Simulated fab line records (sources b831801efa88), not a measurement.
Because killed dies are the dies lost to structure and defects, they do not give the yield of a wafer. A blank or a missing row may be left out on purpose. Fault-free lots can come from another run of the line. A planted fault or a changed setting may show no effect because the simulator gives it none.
Which tool was responsible? :: flow gf180mcu :: 6 lots with 18 wafers sampled at 3 steps, on a route of 602 steps

## WHAT THE GAUGES SHOWED, per wafer
GF_V4_CD_MEAS_14 targets a cd of 260 nm.
lot: L433
measured: day 24 21:24
on: cdSem-02
cdNm (nm): 258.3 258.5 260.0

lot: L437
measured: day 26 09:14
on: cdSem-01
cdNm (nm): 258.4 258.9 258.2

lot: L444
measured: day 28 14:05
on: cdSem-02
cdNm (nm): 250.0 248.4 249.3 250.1 248.6 249.2

lot: L446
measured: day 29 01:31
on: cdSem-02
cdNm (nm): 261.2 260.2 261.3

lot: L448
measured: day 29 20:26
on: cdSem-01
cdNm (nm): 246.4 244.9 246.9 246.3 245.2 246.6

lot: L455
measured: day 31 15:28
on: cdSem-01
cdNm (nm): 259.9 261.2 261.0

## WHAT TOOL EACH LOT RAN ON (gives the tool, then ch and the chambers of the sampled wafers, and finally the start)
lot: L433
GF_M4_SPUTTER_00: pvdSputter-04, day 22 22:50
GF_V4_SOFTBAKE_10: lithoTrack-01 ch 0, day 24 10:00

lot: L437
GF_M4_SPUTTER_00: pvdSputter-02, day 24 12:34
GF_V4_SOFTBAKE_10: lithoTrack-04 ch 0, day 25 22:00

lot: L444
GF_M4_SPUTTER_00: pvdSputter-03, day 26 20:01
GF_V4_SOFTBAKE_10: lithoTrack-04 ch 0, day 28 04:00

lot: L446
GF_M4_SPUTTER_00: pvdSputter-02, day 27 08:24
GF_V4_SOFTBAKE_10: lithoTrack-01 ch 0, day 28 16:00

lot: L448
GF_M4_SPUTTER_00: pvdSputter-02, day 28 03:36
GF_V4_SOFTBAKE_10: lithoTrack-04 ch 0, day 29 10:00

lot: L455
GF_M4_SPUTTER_00: pvdSputter-02, day 30 01:08
GF_V4_SOFTBAKE_10: lithoTrack-03 ch 0, day 31 06:00
- GF_M4_SPUTTER_00: material Ti, target thk 37.5 nm, time 150 s.
- GF_V4_SOFTBAKE_10: time 60 s.

## THE ANSWER, worked out from the rows above alone
Rule: usual is defined by the lots themselves. The widest of any qualifying gaps counts: lots, ordered by their means at a reading, are off when they make up no more than a third of the lots, leave a main group of 4 or more, and stand apart from it by 3 or more times the standard deviation of that group's means. A main group is skipped when, at the precision printed for the reading in the tables above, its means are all equal. Also off: a lot with no number at a reading for which 4 or more lots have one. The other lots that the step has rows for count as sound.
Off: L444, L448, at GF_V4_CD_MEAS_14 (cdNm). For the main group the mean is 259.8 nm and the standard deviation 1.1.
If a tool, at a process step before that reading, ran all the lots that are off and no sound lot after the first of them, it fits. The gauges at GF_V4_CD_MEAS_14 are tried like those tools. One candidate fits, namely lithoTrack-04 at GF_V4_SOFTBAKE_10. A fault onset in the window from L437 (day 25 22:00, its last sound lot) to L444 (day 28 04:00, its first lot off) fits.

## WHAT WAS PUT IN BY THE SIMULATOR
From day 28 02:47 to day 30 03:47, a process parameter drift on lithoTrack-04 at GF_V4_SOFTBAKE_10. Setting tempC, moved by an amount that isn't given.
Shown lots that were struck: L444, L448. The rule above found the same.
